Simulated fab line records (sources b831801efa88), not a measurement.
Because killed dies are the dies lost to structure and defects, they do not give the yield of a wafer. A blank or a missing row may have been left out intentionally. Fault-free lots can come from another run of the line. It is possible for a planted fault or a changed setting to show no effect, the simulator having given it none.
Which tool is to blame? / flow gf180mcu / 24 lots with 72 wafers sampled at 5 steps, on a route of 602 steps

== WHAT EACH GAUGE READ, for each wafer ==
GF_HV_LDD_TW_MEAS_50. Usual: HV_LDD_4_TW typically reads 565.1, with standard deviation 2.8.
lot=L074; measured=day 12 08:08; on=film metro-04; HV_LDD_4_TW=565.8 567.0 565.3; flag=
lot=L075; measured=day 12 15:28; on=film metro-01; HV_LDD_4_TW=560.2 561.5 563.6; flag=
lot=L076; measured=day 12 22:16; on=film metro-01; HV_LDD_4_TW=561.7 561.2 559.9; flag=
lot=L077; measured=day 13 10:08; on=film metro-04; HV_LDD_4_TW=564.0 567.6 566.8; flag=
lot=L078; measured=day 13 18:43; on=film metro-01; HV_LDD_4_TW=561.3 558.3 559.7; flag=
lot=L079; measured=day 14 03:13; on=film metro-01; HV_LDD_4_TW=563.2 560.9 562.4; flag=
lot=L080; measured=day 14 05:40; on=film metro-03; HV_LDD_4_TW=565.1 561.2 565.2; flag=
lot=L081; measured=day 14 15:04; on=film metro-01; HV_LDD_4_TW=563.9 563.3 563.4; flag=
lot=L082; measured=day 15 09:02; on=film metro-01; HV_LDD_4_TW=571.1 565.5 566.9; flag=
lot=L083; measured=day 15 10:03; on=film metro-04; HV_LDD_4_TW=564.1 564.6 568.1; flag=
lot=L084; measured=day 15 20:57; on=film metro-04; HV_LDD_4_TW=566.4 567.7 565.9; flag=
lot=L085; measured=day 16 08:16; on=film metro-01; HV_LDD_4_TW=564.2 566.4 561.0; flag=
lot=L086; measured=day 16 11:30; on=film metro-01; HV_LDD_4_TW=565.0 564.9 564.9; flag=
lot=L087; measured=day 17 01:43; on=film metro-01; HV_LDD_4_TW=568.2 567.6 566.8; flag=
lot=L088; measured=day 17 02:59; on=film metro-01; HV_LDD_4_TW=567.3 570.3 567.2; flag=
lot=L089; measured=day 17 15:10; on=film metro-01; HV_LDD_4_TW=569.3 565.5 565.5; flag=
lot=L090; measured=day 17 23:20; on=film metro-04; HV_LDD_4_TW=563.3 564.0 564.6; flag=
lot=L091; measured=day 18 01:49; on=film metro-04; HV_LDD_4_TW=564.9 565.7 565.1; flag=
lot=L092; measured=day 18 07:22; on=film metro-03; HV_LDD_4_TW=568.0 569.2 567.3; flag=
lot=L093; measured=day 18 17:06; on=film metro-03; HV_LDD_4_TW=566.5 565.2 565.0; flag=
lot=L094; measured=day 18 23:31; on=film metro-03; HV_LDD_4_TW=563.3 566.0 566.5; flag=
lot=L095; measured=day 19 04:52; on=film metro-03; HV_LDD_4_TW=564.1 562.6 564.3; flag=
lot=L096; measured=day 19 17:33; on=film metro-01; HV_LDD_4_TW=569.6 565.5 566.8; flag=
lot=L097; measured=day 20 01:29; on=film metro-01; HV_LDD_4_TW=566.2 564.4 566.9; flag=

GF_V3_CD_MEAS_14 targets a cd of 260 nm. Usual: cd nm reads 260.3 nm (standard deviation 1.3).
lot=L074; measured=day 22 05:07; on=cd sem-01; cd nm (nm)=260.9 260.4 261.1; flag=
lot=L075; measured=day 22 15:06; on=cd sem-02; cd nm (nm)=260.4 261.6 262.3; flag=
lot=L076; measured=day 23 01:32; on=cd sem-02; cd nm (nm)=261.3 259.6 261.2; flag=
lot=L077; measured=day 23 13:07; on=cd sem-01; cd nm (nm)=262.2 260.8 260.4; flag=
lot=L078; measured=day 23 22:39; on=cd sem-02; cd nm (nm)=260.1 260.1 261.0; flag=
lot=L079; measured=day 24 06:11; on=cd sem-01; cd nm (nm)=261.5 260.7 261.2; flag=
lot=L080; measured=day 24 11:20; on=cd sem-01; cd nm (nm)=260.6 260.4 260.2; flag=
lot=L081; measured=day 24 20:12; on=cd sem-01; cd nm (nm)=262.4 263.2 262.5; flag=
lot=L082; measured=day 25 11:54; on=cd sem-02; cd nm (nm)=260.4 259.9 259.2; flag=
lot=L083; measured=day 25 14:59; on=cd sem-02; cd nm (nm)=260.0 260.8 260.6; flag=
lot=L084; measured=day 25 23:53; on=cd sem-01; cd nm (nm)=260.3 258.6 257.7; flag=
lot=L085; measured=day 26 10:47; on=cd sem-01; cd nm (nm)=259.4 258.8 257.8; flag=
lot=L086; measured=day 26 13:25; on=cd sem-02; cd nm (nm)=260.9 260.5 260.6; flag=
lot=L087; measured=day 27 03:26; on=cd sem-02; cd nm (nm)=260.5 259.2 259.9; flag=
lot=L088; measured=day 27 04:50; on=cd sem-02; cd nm (nm)=259.0 260.1 257.4; flag=
lot=L089; measured=day 27 13:13; on=cd sem-01; cd nm (nm)=261.1 261.2 260.9; flag=
lot=L090; measured=day 27 20:14; on=cd sem-01; cd nm (nm)=259.5 259.5 259.9; flag=
lot=L091; measured=day 27 22:59; on=cd sem-02; cd nm (nm)=258.2 257.8 258.1; flag=
lot=L092; measured=day 28 03:55; on=cd sem-01; cd nm (nm)=261.6 262.8 261.9; flag=
lot=L093; measured=day 28 12:28; on=cd sem-01; cd nm (nm)=260.6 261.9 262.0; flag=
lot=L094; measured=day 28 21:05; on=cd sem-02; cd nm (nm)=259.5 260.2 259.2; flag=
lot=L095; measured=day 28 22:47; on=cd sem-02; cd nm (nm)=259.8 259.0 258.3; flag=
lot=L096; measured=day 29 08:12; on=cd sem-01; cd nm (nm)=260.0 259.5 260.3; flag=
lot=L097; measured=day 29 14:49; on=cd sem-01; cd nm (nm)=261.4 260.9 259.9; flag=

GF_M4_OVL_MEAS_15. Usual: M4_OVL typically reads -3 nm, with standard deviation 5.6.
lot=L074; measured=day 23 05:31; on=overlay-02; M4_OVL (nm)=-1 -8 4; flag=
lot=L075; measured=day 23 15:31; on=overlay-01; M4_OVL (nm)=-5 -2 -10; flag=
lot=L076; measured=day 24 02:13; on=overlay-01; M4_OVL (nm)=-1 0 -4; flag=
lot=L077; measured=day 24 13:22; on=overlay-01; M4_OVL (nm)=-10 -7 -12; flag=
lot=L078; measured=day 24 22:16; on=overlay-01; M4_OVL (nm)=-4 4 -5; flag=
lot=L079; measured=day 25 05:25; on=overlay-02; M4_OVL (nm)=-6 -2 -5; flag=
lot=L080; measured=day 25 10:10; on=overlay-02; M4_OVL (nm)=8 0 -1; flag=
lot=L081; measured=day 25 19:34; on=overlay-01; M4_OVL (nm)=-2 -1 6; flag=
lot=L082; measured=day 26 10:09; on=overlay-01; M4_OVL (nm)=10 6 0; flag=
lot=L083; measured=day 26 13:17; on=overlay-02; M4_OVL (nm)=-8 6 3; flag=
lot=L084; measured=day 26 21:44; on=overlay-02; M4_OVL (nm)=0 -1 -3; flag=
lot=L085; measured=day 27 08:29; on=overlay-01; M4_OVL (nm)=-10 -4 -7; flag=
lot=L086; measured=day 27 11:43; on=overlay-02; M4_OVL (nm)=9 2 0; flag=
lot=L087; measured=day 28 00:13; on=overlay-01; M4_OVL (nm)=-8 -2 -5; flag=
lot=L088; measured=day 28 03:02; on=overlay-01; M4_OVL (nm)=6 -3 3; flag=
lot=L089; measured=day 28 10:46; on=overlay-01; M4_OVL (nm)=-15 -9 -13; flag=
lot=L090; measured=day 28 17:40; on=overlay-02; M4_OVL (nm)=-5 1 -4; flag=
lot=L091; measured=day 28 19:59; on=overlay-02; M4_OVL (nm)=-3 3 10; flag=
lot=L092; measured=day 29 01:05; on=overlay-01; M4_OVL (nm)=-13 -9 -3; flag=
lot=L093; measured=day 29 09:40; on=overlay-02; M4_OVL (nm)=-6 -13 -9; flag=
lot=L094; measured=day 29 16:58; on=overlay-02; M4_OVL (nm)=-10 0 -10; flag=
lot=L095; measured=day 29 18:49; on=overlay-02; M4_OVL (nm)=2 5 4; flag=
lot=L096; measured=day 30 05:18; on=overlay-01; M4_OVL (nm)=-2 -2 0; flag=
lot=L097; measured=day 30 10:22; on=overlay-02; M4_OVL (nm)=-10 -10 -9; flag=

== TOOL THAT RAN EACH LOT (tool first, then ch and the chambers of the sampled wafers, then the start) ==
lot=L074; GF_V1_CVD_23=cvd w-01 ch 0,1, day 18 01:25; GF_M3_SPUTTER_04=pvd sputter-02, day 20 04:05
lot=L075; GF_V1_CVD_23=cvd w-02 ch 0,1, day 18 10:49; GF_M3_SPUTTER_04=pvd sputter-02, day 20 14:31
lot=L076; GF_V1_CVD_23=cvd w-02 ch 0,1, day 18 20:46; GF_M3_SPUTTER_04=pvd sputter-03, day 21 00:52
lot=L077; GF_V1_CVD_23=cvd w-02 ch 0,1, day 19 09:40; GF_M3_SPUTTER_04=pvd sputter-02, day 21 13:36
lot=L078; GF_V1_CVD_23=cvd w-02 ch 0,1, day 19 20:24; GF_M3_SPUTTER_04=pvd sputter-01, day 21 23:25
lot=L079; GF_V1_CVD_23=cvd w-01 ch 0,1, day 20 02:59; GF_M3_SPUTTER_04=pvd sputter-01, day 22 06:50
lot=L080; GF_V1_CVD_23=cvd w-01 ch 0,1, day 20 08:35; GF_M3_SPUTTER_04=pvd sputter-03, day 22 11:55
lot=L081; GF_V1_CVD_23=cvd w-01 ch 0,1, day 20 19:08; GF_M3_SPUTTER_04=pvd sputter-03, day 22 22:44
lot=L082; GF_V1_CVD_23=cvd w-02 ch 0,1, day 21 12:02; GF_M3_SPUTTER_04=pvd sputter-02, day 23 14:30
lot=L083; GF_V1_CVD_23=cvd w-01 ch 0,1, day 21 16:01; GF_M3_SPUTTER_04=pvd sputter-03, day 23 18:02
lot=L084; GF_V1_CVD_23=cvd w-01 ch 0,1, day 22 01:12; GF_M3_SPUTTER_04=pvd sputter-03, day 24 03:04
lot=L085; GF_V1_CVD_23=cvd w-01 ch 0,1, day 22 12:52; GF_M3_SPUTTER_04=pvd sputter-03, day 24 14:25
lot=L086; GF_V1_CVD_23=cvd w-01 ch 0,1, day 22 17:10; GF_M3_SPUTTER_04=pvd sputter-02, day 24 17:56
lot=L087; GF_V1_CVD_23=cvd w-01 ch 0,1, day 23 07:49; GF_M3_SPUTTER_04=pvd sputter-01, day 25 07:41
lot=L088; GF_V1_CVD_23=cvd w-01 ch 0,1, day 23 10:49; GF_M3_SPUTTER_04=pvd sputter-03, day 25 10:06
lot=L089; GF_V1_CVD_23=cvd w-02 ch 0,1, day 23 19:31; GF_M3_SPUTTER_04=pvd sputter-03, day 25 18:29
lot=L090; GF_V1_CVD_23=cvd w-02 ch 0,1, day 24 04:20; GF_M3_SPUTTER_04=pvd sputter-02, day 26 01:56
lot=L091; GF_V1_CVD_23=cvd w-02 ch 0,1, day 24 07:28; GF_M3_SPUTTER_04=pvd sputter-02, day 26 05:35
lot=L092; GF_V1_CVD_23=cvd w-01 ch 0,1, day 24 11:44; GF_M3_SPUTTER_04=pvd sputter-02, day 26 09:55
lot=L093; GF_V1_CVD_23=cvd w-01 ch 0, day 24 21:46; GF_M3_SPUTTER_04=pvd sputter-03, day 26 20:04
lot=L094; GF_V1_CVD_23=cvd w-02 ch 0,1, day 25 07:16; GF_M3_SPUTTER_04=pvd sputter-01, day 27 05:31
lot=L095; GF_V1_CVD_23=cvd w-02 ch 0,1, day 25 07:40; GF_M3_SPUTTER_04=pvd sputter-02, day 27 06:23
lot=L096; GF_V1_CVD_23=cvd w-02 ch 0,1, day 25 19:13; GF_M3_SPUTTER_04=pvd sputter-02, day 27 15:44
lot=L097; GF_V1_CVD_23=cvd w-01 ch 0,1, day 26 02:46; GF_M3_SPUTTER_04=pvd sputter-03, day 27 23:02
- GF_V1_CVD_23: deposits W, target thk 350 nm, time 105.05 s.
- GF_M3_SPUTTER_04: material TiN, target thk 50 nm, time 41.7 s.

== AS READ BY THE TOOLS THEMSELVES (means over the sampled wafers that have a number; for cases with no such wafer, the mark the record gives instead) ==
GF_V1_CVD_23. Usual: heater power w reads 742 W (standard deviation 56).
lot=L074; tool=cvd w-01; heater power w (W)=715; flag=
lot=L075; tool=cvd w-02; heater power w (W)=741; flag=
lot=L076; tool=cvd w-02; heater power w (W)=774; flag=
lot=L077; tool=cvd w-02; heater power w (W)=783; flag=
lot=L078; tool=cvd w-02; heater power w (W)=741; flag=
lot=L079; tool=cvd w-01; heater power w (W)=744; flag=
lot=L080; tool=cvd w-01; heater power w (W)=735; flag=
lot=L081; tool=cvd w-01; heater power w (W)=707; flag=
lot=L082; tool=cvd w-02; heater power w (W)=783; flag=
lot=L083; tool=cvd w-01; heater power w (W)=712; flag=
lot=L084; tool=cvd w-01; heater power w (W)=746; flag=
lot=L085; tool=cvd w-01; heater power w (W)=707; flag=
lot=L086; tool=cvd w-01; heater power w (W)=711; flag=
lot=L087; tool=cvd w-01; heater power w (W)=707; flag=
lot=L088; tool=cvd w-01; heater power w (W)=719; flag=
lot=L089; tool=cvd w-02; heater power w (W)=737; flag=
lot=L090; tool=cvd w-02; heater power w (W)=744; flag=
lot=L091; tool=cvd w-02; heater power w (W)=777; flag=
lot=L092; tool=cvd w-01; heater power w (W)=742; flag=
lot=L093; tool=cvd w-01; heater power w (W)=777; flag=
lot=L094; tool=cvd w-02; heater power w (W)=779; flag=
lot=L095; tool=cvd w-02; heater power w (W)=795; flag=
lot=L096; tool=cvd w-02; heater power w (W)=741; flag=
lot=L097; tool=cvd w-01; heater power w (W)=714; flag=

GF_M3_SPUTTER_04. Usual: throttle valve pct reads 29.6 % (standard deviation 1.2).
lot=L074; tool=pvd sputter-02; throttle valve pct (%)=29.2; flag=
lot=L075; tool=pvd sputter-02; throttle valve pct (%)=29.6; flag=
lot=L076; tool=pvd sputter-03; throttle valve pct (%)=28.6; flag=
lot=L077; tool=pvd sputter-02; throttle valve pct (%)=29.6; flag=
lot=L078; tool=pvd sputter-01; throttle valve pct (%)=31.4; flag=
lot=L079; tool=pvd sputter-01; throttle valve pct (%)=31.1; flag=
lot=L080; tool=pvd sputter-03; throttle valve pct (%)=29.6; flag=
lot=L081; tool=pvd sputter-03; throttle valve pct (%)=29.5; flag=
lot=L082; tool=pvd sputter-02; throttle valve pct (%)=29.1; flag=
lot=L083; tool=pvd sputter-03; throttle valve pct (%)=29.3; flag=
lot=L084; tool=pvd sputter-03; throttle valve pct (%)=29.5; flag=
lot=L085; tool=pvd sputter-03; throttle valve pct (%)=28.7; flag=
lot=L086; tool=pvd sputter-02; throttle valve pct (%)=29.1; flag=
lot=L087; tool=pvd sputter-01; throttle valve pct (%)=30.9; flag=
lot=L088; tool=pvd sputter-03; throttle valve pct (%)=28.6; flag=
lot=L089; tool=pvd sputter-03; throttle valve pct (%)=28.7; flag=
lot=L090; tool=pvd sputter-02; throttle valve pct (%)=29.7; flag=
lot=L091; tool=pvd sputter-02; throttle valve pct (%)=29.5; flag=
lot=L092; tool=pvd sputter-02; throttle valve pct (%)=29.1; flag=
lot=L093; tool=pvd sputter-03; throttle valve pct (%)=29.6; flag=
lot=L094; tool=pvd sputter-01; throttle valve pct (%)=30.8; flag=
lot=L095; tool=pvd sputter-02; throttle valve pct (%)=29.5; flag=
lot=L096; tool=pvd sputter-02; throttle valve pct (%)=29.5; flag=
lot=L097; tool=pvd sputter-03; throttle valve pct (%)=28.9; flag=

== THE ANSWER, worked out from the rows above alone ==
Rule: lot off if the mean of its wafers having a number is beyond 3 standard deviations from the usual mean. Also off: a lot with no number at a reading for which 4 or more lots have one. Where the step has rows for the other lots, those lots are counted as sound. The gauges are gone through in route order, then the tools' own readings, and for those a lot's mean is taken as printed above. The first step at which some lot is off is used, and at that step the reading that is off furthest; a lot without a number counts as furthest.
No lot is off at any reading shown: from this, nothing can be told.

== WHAT THE SIMULATOR HAD PUT IN ==
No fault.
